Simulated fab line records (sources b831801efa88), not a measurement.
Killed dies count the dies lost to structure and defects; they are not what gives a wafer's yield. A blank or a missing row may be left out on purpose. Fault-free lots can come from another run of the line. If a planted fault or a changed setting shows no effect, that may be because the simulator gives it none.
Struck lot and sound lot, side by side :: flow sfq_line :: 21 out of 325 route steps
Sound: the wafers L544.1, L544.4, L544.5. Struck: wafer L557.4 (left out: L557.1, L557.6 of the same lot, which were not struck); the cause appears at the end.
Order at every step that has rows: each side's tool, ch and its chambers, its first start. Under that, the readings that differ: sound wafers :: struck wafers :: difference of the means :: sigmas: that difference in standard deviations of wafers without a fault.
alike: readings with means less than 2 such deviations apart, plus words and numbers identical on both sides. not compared: withheld readings, readings lacking a value on some wafer, bounds such as >300 that could conceal the same value, and numbers that have no deviation in the record and whose values overlap.
A row with sigmas, a row that says differs or no value, or rows on one side alone: a step with any of these is where the two part. Numbers that have no deviation but don't overlap get no sigmas and don't part them. Lack of a reading on every wafer of one side parts them only where that side has two or more wafers.

SFQ_TRILAYER_M5_BARC_OPEN_METAL_ETCH_161: etches BARC in O2, target depth 125 nm, time 41.7 s.
  sound on rie_metal-02 ch 0, day 57 11:50; struck on rie_metal-01 ch 0, day 66 21:14
  alike: drypump_motor_current_A, oes_product_au
  not compared: rf_hours_counter_h
then, 4 steps without rows for these wafers: SFQ_TRILAYER_M5_ETCH_METAL_ETCH_126 (etches Nb in Cl2/BCl3, stops on SiO2, time 203.2 s, target depth 265 nm); SFQ_TRILAYER_M5_STRIP_STRIP_127 (strips in O2); SFQ_TRILAYER_M5_STRIP_SOLV_CLEAN_128 (cleans in NMP, time 600 s); SFQ_TRILAYER_A5B_DEP_PECVD_129 (deposits SiO2 from SiH4/N2O, time 133.33 s, target thk 600 nm).
SFQ_TRILAYER_A5B_CMP_CMP_130: polishes, stops on Nb, target thk 340.7 nm.
  sound on cmp-02 ch 0,2,3, day 57 12:58; struck on cmp-01 ch 0, day 66 23:51
  alike: motor_current_A, platen_rpm, slurry_filter_dp_kPa
SFQ_TRILAYER_A5B_METRO_MEASURE_131:
  sound: film_metro-04 at day 57 15:58; struck: film_metro-02 at day 67 01:21
  alike: thk_nm
then, 1 step without rows for these wafers: SFQ_TRILAYER_R5_DEP_SPUTTER_132 (material Ti, target thk 5 nm, time 5 s).
SFQ_TRILAYER_R5_DEP_SPUTTER_133: material MoNx, target thk 40 nm, time 66.7 s.
  sound: pvd_sputter-05 at day 57 17:11; struck: pvd_sputter-03 at day 67 02:34
  alike: throttle_valve_pct
SFQ_TRILAYER_R5_DEP_SPUTTER_134: material Ti, target thk 5 nm, time 5 s.
  sound: pvd_sputter-05 at day 57 17:14; struck: pvd_sputter-03 at day 67 02:37
  alike: throttle_valve_pct
SFQ_R5_RS_MEAS_933: the measuring method here is four-point-probe.
  sound: film_metro-03 at day 57 17:16; struck: film_metro-01 at day 67 02:38
reading: R5_MONX_RS (ohm/sq)
sound: 7.21 7.28 7.25
struck: 7.05
difference: -0.20
sigmas: -3
SFQ_R5_THK_MEAS_934: measures by xrf.
  sound: film_metro-03 at day 57 17:23; struck: film_metro-01 at day 67 02:46
reading: R5_MONX_THK (nm)
sound: 38.6 38.3 38.5
struck: 40.0
difference: +1.5
sigmas: +3
SFQ_TRILAYER_R5_LITHO_COAT_141: resist thk 62 nm.
  sound on litho_track-03 ch 0, day 57 17:26; struck on litho_track-03 ch 0, day 67 02:49
reading: model.BARC_of_TRILAYER_R5_LITHO_COAT_141.thk_nm (nm)
sound: 62.03 61.68 61.76
struck: 65.66
difference: +3.84
sigmas: 
then, 5 steps without rows for these wafers: SFQ_TRILAYER_R5_LITHO_COAT_136 (resist thk 600 nm); SFQ_TRILAYER_R5_LITHO_SOFTBAKE_140; SFQ_TRILAYER_R5_LITHO_EXPOSE_137 (exposes mask R5, target cd 500 nm); SFQ_TRILAYER_R5_LITHO_PEB_139 (peb time 60 s); SFQ_TRILAYER_R5_LITHO_DEVELOP_138 (time 60 s).
SFQ_R5_OVL_MEAS_935:
  sound: overlay-01 at day 63 00:37; struck: overlay-02 at day 67 19:01
  alike: R5_OVL
SFQ_TRILAYER_R5_BARC_OPEN_METAL_ETCH_177: etches BARC in O2, target depth 125 nm, time 41.7 s.
  sound on rie_metal-03 ch 0,1, day 63 00:39; struck on rie_metal-02 ch 0, day 67 19:02
reading: oes_product_au (a.u.)
sound: 0.685 0.682 0.678
struck: 0.701
difference: +0.019
sigmas: +4

reading: model.etch.depth_nm (nm)
sound: 62.03 61.68 61.76
struck: 65.66
difference: +3.84
sigmas: 
  alike: drypump_motor_current_A
  not compared: rf_hours_counter_h
then, 1 step without rows for these wafers: SFQ_TRILAYER_R5_ETCH_METAL_ETCH_139 (etches the open film in Cl2, stops on SiO2, target depth 60 nm, time 40 s).

## WHERE THEY PART
First at SFQ_R5_RS_MEAS_933; last, within this record, at SFQ_TRILAYER_R5_BARC_OPEN_METAL_ETCH_177.

WHY: whatever the simulator had introduced
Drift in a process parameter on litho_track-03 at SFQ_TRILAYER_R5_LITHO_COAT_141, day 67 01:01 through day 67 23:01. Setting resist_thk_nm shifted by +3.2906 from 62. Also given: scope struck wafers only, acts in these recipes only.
